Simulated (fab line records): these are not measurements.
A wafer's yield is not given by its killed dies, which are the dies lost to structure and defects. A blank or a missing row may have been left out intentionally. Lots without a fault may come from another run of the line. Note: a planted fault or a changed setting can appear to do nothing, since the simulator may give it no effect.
Which tool is to blame? | flow sky130 | 39 wafers from 13 lots sampled at 4 of the route's 708 steps

WHAT THE GAUGES SHOWED, per wafer
SKY_LDD_P_OVL_MEAS_08.
lot  | measured     | on         | LDD_P_OVL (nm)
L802 | day 19 06:05 | overlay-01 | 0.8 0.5 -0.5
L804 | day 19 18:16 | overlay-01 | -0.8 -0.4 -1.6
L805 | day 20 02:23 | overlay-01 | 1.3 2.6 2.4
L806 | day 20 15:30 | overlay-01 | -1.6 -0.8 -1.2
L807 | day 20 15:51 | overlay-01 | -0.5 -1.5 -0.5
L810 | day 22 13:36 | overlay-02 | -0.3 0.1 -0.3
L812 | day 23 19:09 | overlay-02 | -1.4 0.0 -1.0
L813 | day 23 19:48 | overlay-01 | -1.2 -1.8 0.7
L815 | day 24 16:48 | overlay-01 | -1.6 -2.0 -0.6
L817 | day 25 03:11 | overlay-02 | -2.6 -0.8 -1.0
L820 | day 26 08:52 | overlay-02 | -0.3 -0.1 0.8
L823 | day 26 20:07 | overlay-02 | -1.5 0.2 0.1
L825 | day 27 06:21 | overlay-02 | 1.1 -0.1 1.2

SKY_LDD_HVN_OVL_MEAS_07.
lot  | measured     | on         | LDD_HVN_OVL (nm)
L802 | day 20 11:47 | overlay-01 | 0.4 0.2 1.3
L804 | day 20 23:45 | overlay-02 | -1.4 -2.4 -1.2
L805 | day 21 08:17 | overlay-01 | -0.6 -0.4 -2.5
L806 | day 21 22:15 | overlay-01 | 63.1 62.6 62.2 63.7 63.9 63.3
L807 | day 21 22:20 | overlay-02 | -0.9 -1.9 0.0
L810 | day 23 20:05 | overlay-01 | 59.2 61.9 59.7 60.5 62.4 60.0
L812 | day 25 01:01 | overlay-01 | 63.3 61.7 61.4 63.6 62.7 62.2
L813 | day 25 01:44 | overlay-01 | -1.0 -0.8 0.6
L815 | day 25 23:08 | overlay-01 | -1.6 -1.6 -1.0
L817 | day 26 08:50 | overlay-01 | -3.3 -2.0 -2.1
L820 | day 27 14:24 | overlay-02 | 1.4 2.4 -0.8
L823 | day 28 00:28 | overlay-02 | 0.3 0.3 -0.3
L825 | day 28 10:53 | overlay-02 | -0.6 -1.3 -2.8

TOOL THAT RAN EACH LOT (tool first, then ch and the chambers of the sampled wafers, then the start)
lot  | SKY_POLY_GATE_STRIP_18               | SKY_LDD_HVN_EXPOSE_04
L802 | plasma-asher-01 ch 0,1, day 16 12:50 | iline-stepper-01 ch 0, day 19 21:29
L804 | plasma-asher-01 ch 0,1, day 16 23:34 | iline-stepper-02 ch 0, day 20 09:26
L805 | plasma-asher-02 ch 0,1, day 17 06:35 | iline-stepper-02 ch 0, day 20 17:26
L806 | plasma-asher-04 ch 0,1, day 17 18:17 | iline-stepper-02 ch 0, day 21 07:02
L807 | plasma-asher-02 ch 0,1, day 17 21:07 | iline-stepper-01 ch 0, day 21 07:15
L810 | plasma-asher-01 ch 0,1, day 19 20:29 | iline-stepper-02 ch 0, day 23 05:37
L812 | plasma-asher-01 ch 0,1, day 21 00:46 | iline-stepper-02 ch 0, day 24 10:16
L813 | plasma-asher-01 ch 0,1, day 21 02:07 | iline-stepper-01 ch 0, day 24 11:04
L815 | plasma-asher-04 ch 0,1, day 22 00:44 | iline-stepper-01 ch 0, day 25 08:41
L817 | plasma-asher-04 ch 0,1, day 22 12:49 | iline-stepper-01 ch 0, day 25 18:26
L820 | plasma-asher-01 ch 0,1, day 23 18:22 | iline-stepper-01 ch 0, day 27 00:13
L823 | plasma-asher-01 ch 0,1, day 24 06:28 | iline-stepper-01 ch 0, day 27 10:43
L825 | plasma-asher-01 ch 0,1, day 24 16:50 | iline-stepper-01 ch 0, day 27 20:56
- SKY_POLY_GATE_STRIP_18: strips in O2/N2.
- SKY_LDD_HVN_EXPOSE_04: exposes mask HVNTM, target cd 700 nm.

WHAT THE TOOLS THEMSELVES READ (means of the sampled wafers that have a number; where no wafer has one, the mark that the record gives instead)
SKY_POLY_GATE_STRIP_18.
lot  | tool            | drypump-motor-current-A (A) | oes-product-au (a.u.) | strip-time-to-endpoint-s (s)
L802 | plasma-asher-01 | 5.9                         | 0.359                 | 3.17
L804 | plasma-asher-01 | 5.5                         | 0.360                 | 3.17
L805 | plasma-asher-02 | 5.7                         | 0.362                 | 3.17
L806 | plasma-asher-04 | 5.3                         | 0.355                 | 3.16
L807 | plasma-asher-02 | 6.0                         | 0.362                 | 3.21
L810 | plasma-asher-01 | 5.9                         | 0.357                 | 3.14
L812 | plasma-asher-01 | 5.5                         | 0.363                 | 3.16
L813 | plasma-asher-01 | 5.9                         | 0.365                 | 3.18
L815 | plasma-asher-04 | 5.3                         | 0.361                 | 3.16
L817 | plasma-asher-04 | 5.3                         | 0.364                 | 3.19
L820 | plasma-asher-01 | 5.5                         | 0.365                 | 3.19
L823 | plasma-asher-01 | 5.9                         | 0.357                 | 3.13
L825 | plasma-asher-01 | 5.9                         | 0.356                 | 3.18

THE ANSWER, worked out from the rows above alone
Rule: usual is defined by the lots themselves. Put in order of their means at a reading, lots are off if they are a third of the lots or fewer, leave a main group of 4 or more, and stand apart from it by a gap of 3 or more times the standard deviation of the main group's means; of several such gaps the widest counts. Not used: any main group whose means are identical at the precision the tables above print for the reading. Also off: a lot with no number at a reading for which 4 or more lots have one. Any other lot the step has rows for is counted as sound. After the gauges, taken in route order, come the tools' own readings; for these a lot's mean is taken, as printed above. At the first step where some lot is off, the reading lying furthest off is the one used; lots without a number count as furthest.
Off: L806, L810, L812, seen at SKY_LDD_HVN_OVL_MEAS_07 (LDD_HVN_OVL). The main group: mean -0.8 nm, standard deviation 1.
A tool fits if, at a process step before that reading, it ran every lot that is off, and no sound lot after the first of them. Gauges at SKY_LDD_HVN_OVL_MEAS_07: tried the same way as those tools. One candidate fits, namely iline-stepper-02 at SKY_LDD_HVN_EXPOSE_04. A fault onset in the window from L805 (day 20 17:26, its last sound lot) to L806 (day 21 07:02, its first lot off) fits.

WHAT THE SIMULATOR PUT IN
Scanner matching overlay: iline-stepper-02, from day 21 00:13 on, at SKY_LDD_HVN_EXPOSE_04. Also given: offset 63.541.
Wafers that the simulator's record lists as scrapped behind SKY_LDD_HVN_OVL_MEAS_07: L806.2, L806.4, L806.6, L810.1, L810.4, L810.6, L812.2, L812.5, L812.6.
Struck lots among those shown: L806, L810, L812. The rule above found the same.
